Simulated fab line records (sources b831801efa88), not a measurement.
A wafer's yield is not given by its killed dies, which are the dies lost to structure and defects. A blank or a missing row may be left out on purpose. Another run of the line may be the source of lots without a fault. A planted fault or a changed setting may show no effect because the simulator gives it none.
Chamber matching -- flow gf180mcu -- GF_V4_CMP_26 on cmp-01: 4 sister chambers
The step polishes, stops on SiO2, t overpolish 15 s, target thk 0 nm. 4 wafers are shown with their chamber, then 7 later ones without.

WAFERS WITH THEIR CHAMBER
wafer,chamber,motor current A (A)
L874.4,0,10.5
L874.6,3,8.4
L878.1,2,8.7
L878.2,1,10.7

WAFERS MISSING THEIR CHAMBER
wafer,motor current A (A)
L878.5,10.5
L877.1,8.4
L877.3,8.6
L877.5,8.8
L879.1,10.6
L879.3,8.6
L879.6,8.0

THE CHAMBER EACH PASSED THROUGH
wafer,from the rows above,in truth
L878.5,can't be placed: 0 or 1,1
L877.1,can't be placed: 3 or 2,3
L877.3,can't be placed: 2 or 3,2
L877.5,can't be placed: 2 or 3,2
L879.1,can't be placed: 0 or 1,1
L879.3,can't be placed: 2 or 3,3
L879.6,can't be placed: 3 or 2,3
0 of 7 placed correctly. From these rows, 7 cannot be placed; in 7 the true chamber is one of the candidates. 0 placed wrongly.
How it was worked out, from the rows above alone: a wafer's distance from a chamber is the root of the sum, over the readings, of the square of ((its reading less the chamber's mean) divided by the reading's scatter). The wafer belongs to the nearest chamber; if the next one is less than 2 further off, it can't be placed. Each chamber's mean is taken over the wafers shown for it. The scatter: root of mean squared gap, hidden wafer to nearest shown wafer, with one shown wafer a chamber.
